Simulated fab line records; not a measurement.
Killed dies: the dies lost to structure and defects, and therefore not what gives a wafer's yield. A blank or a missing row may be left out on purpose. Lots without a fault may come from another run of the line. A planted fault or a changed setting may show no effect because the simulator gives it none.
8D (eight disciplines) problem report, filled in by code / flow gf180mcu / the parts of the form that need people (team, actions taken, sign-off) are left out

== 1. WHAT WENT WRONG ==
Wafers free of any fault read 0.322 ohm/sq (standard deviation 0.0047) for V3_W_RS at GF_V3_RS_MEAS_24, against a mean of 0.571 ohm/sq on 3 wafers of 2 lots. That is +53 standard deviations from the usual mean.
The step: measures by four-point-probe.
Earliest sighting: wafer L970.3 on film-metro-04 at day 27 02:39. The record holds 35 wafers of 12 lots with a number at this step. By rule, "out" or "out of limits" means more than 4 standard deviations away from the usual mean. All remaining wafers that have a number are taken as sound.

== 2. WHAT IT IS; WHAT IT IS NOT ==
question=which readings at this step | is=V3_W_RS | is not=-
question=which lots | is=L970, L971 | is not=L956, L957, L958, L960, L961, L963, L964, L965, L977, L979
question=which wafers of those lots | is=L970.3, L971.3, L971.5 | is not=L970.6, L971.2
question=read on which gauges | is=film-metro-02, film-metro-04 | is not=film-metro-03
question=when | is=from day 27 02:39 | is not=up to then (25 sound wafers); but 7 sound wafers of L971, L977, L979 came after

== 3. WHAT RULES OUT EACH SUSPECT ==
Counting: a tool at a process step up to the reading stays a suspect if it ran every lot that is out. Sound lots after the first of them don't rule it out here, since some wafers of a struck lot are sound.
- the gauge at GF_V3_RS_MEAS_24: ruled out. 2 gauges (film-metro-02, film-metro-04) read the wafers that are out.
- cvd-w-02 at GF_V3_CVD_23 (deposits W, target thk 350 nm, time 104.9 s): kept. Every lot that is out went through it, the first being L970 (day 27 02:32); the last sound lot it ran before that was L965 (day 25 15:23).
Left after counting: cvd-w-02 at GF_V3_CVD_23.

== 4. THE CAUSE (what the simulator had put in) ==
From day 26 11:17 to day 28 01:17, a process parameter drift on cvd-w-02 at GF_V3_CVD_23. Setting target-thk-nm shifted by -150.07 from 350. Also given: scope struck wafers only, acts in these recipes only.
Counting left only this tool.

== 5. THE CHAIN OF EFFECTS, in route order ==
Each row: a reading whose mean over the struck wafers that have a number lies more than 3 standard deviations from the usual. Scope: only readings with a usual standard deviation given in the record; hours: median across lots of the time from each lot's start at the first step in this table that gives one to its start at this step; sigmas: change in usual standard deviations.
hours=0; step=GF_V3_RS_MEAS_24; reading=V3_W_RS; usual=0.322 ohm/sq; on struck wafers=0.571; change=+0.249; sigmas=+53
hours=0; step=GF_V3_THK_MEAS_25; reading=V3_W_THK; usual=346 nm; on struck wafers=198; change=-148; sigmas=-29
hours=0; step=GF_V3_CMP_26; reading=time-to-endpoint-s; usual=86 s; on struck wafers=50; change=-36; sigmas=-10
The process steps in it:
- GF_V3_CMP_26: polishes, stops on SiO2, t overpolish 15 s, target thk 0 nm.

== 6. HOW IT WOULD HAVE BEEN CAUGHT EARLIER ==
The first out-of-limits reading at a measuring or inspecting step in this record came at day 27 02:39, 15 hours after the fault's start at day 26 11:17.
An alarm limit of 4 standard deviations would not have fired on the tool readings at GF_V3_CVD_23 for which the record gives a usual standard deviation, since none of them was out on any struck wafer.
Of the lots that are out (2), L971 began GF_V3_CVD_23 on cvd-w-02 after day 27 02:39. It would have been spared by a hold on the tool at that moment.
